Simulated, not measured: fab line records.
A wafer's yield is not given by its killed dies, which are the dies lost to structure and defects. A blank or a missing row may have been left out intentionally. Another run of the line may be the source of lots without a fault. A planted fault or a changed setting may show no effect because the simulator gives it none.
Which tool did it?    flow gf180mcu    36 wafers sampled from 12 lots at 1 step of a route of 602

== WHAT THE GAUGES READ, wafer by wafer ==
GF_V1_RS_MEAS_24: uses a four-point probe to measure.
lot   measured      on             V1_W_RS (ohm/sq)
L075  day 19 05:22  film-metro-03  0.330 0.330 0.328
L076  day 19 18:25  film-metro-02  0.329 0.334 0.330
L079  day 20 12:34  film-metro-02  0.329 0.334 0.329
L081  day 21 04:22  film-metro-02  0.330 0.328 0.333
L083  day 22 01:18  film-metro-03  0.335 0.334 0.333
L085  day 22 12:52  film-metro-03  0.331 0.329 0.332
L087  day 22 23:41  film-metro-02  0.327 0.331 0.323
L089  day 23 17:37  film-metro-02  0.330 0.333 0.333
L091  day 24 05:32  film-metro-02  0.334 0.332 0.329
L093  day 24 23:11  film-metro-04  0.326 0.329 0.327
L095  day 25 17:44  film-metro-04  0.331 0.330 0.328
L097  day 26 01:58  film-metro-04  0.332 0.334 0.329

== EACH LOT AND THE TOOL THAT RAN IT (in order: tool; ch and the chambers of the sampled wafers; start) ==
No process step before these readings appears in the record.

== THE ANSWER, worked out from the rows above alone ==
Rule: the lots themselves supply what counts as usual. The widest of any qualifying gaps counts: lots, ordered by their means at a reading, are off when they make up no more than a third of the lots, leave a main group of 4 or more, and stand apart from it by 3 or more times the standard deviation of that group's means. A main group is skipped when, at the precision printed for the reading in the tables above, its means are all equal. A lot without any number at a reading at which 4 lots or more have one is off too. The other lots that the step has rows for count as sound.
Across all readings shown, no lot is off: no conclusion can be drawn from this.

== WHAT THE SIMULATOR HAD INSERTED ==
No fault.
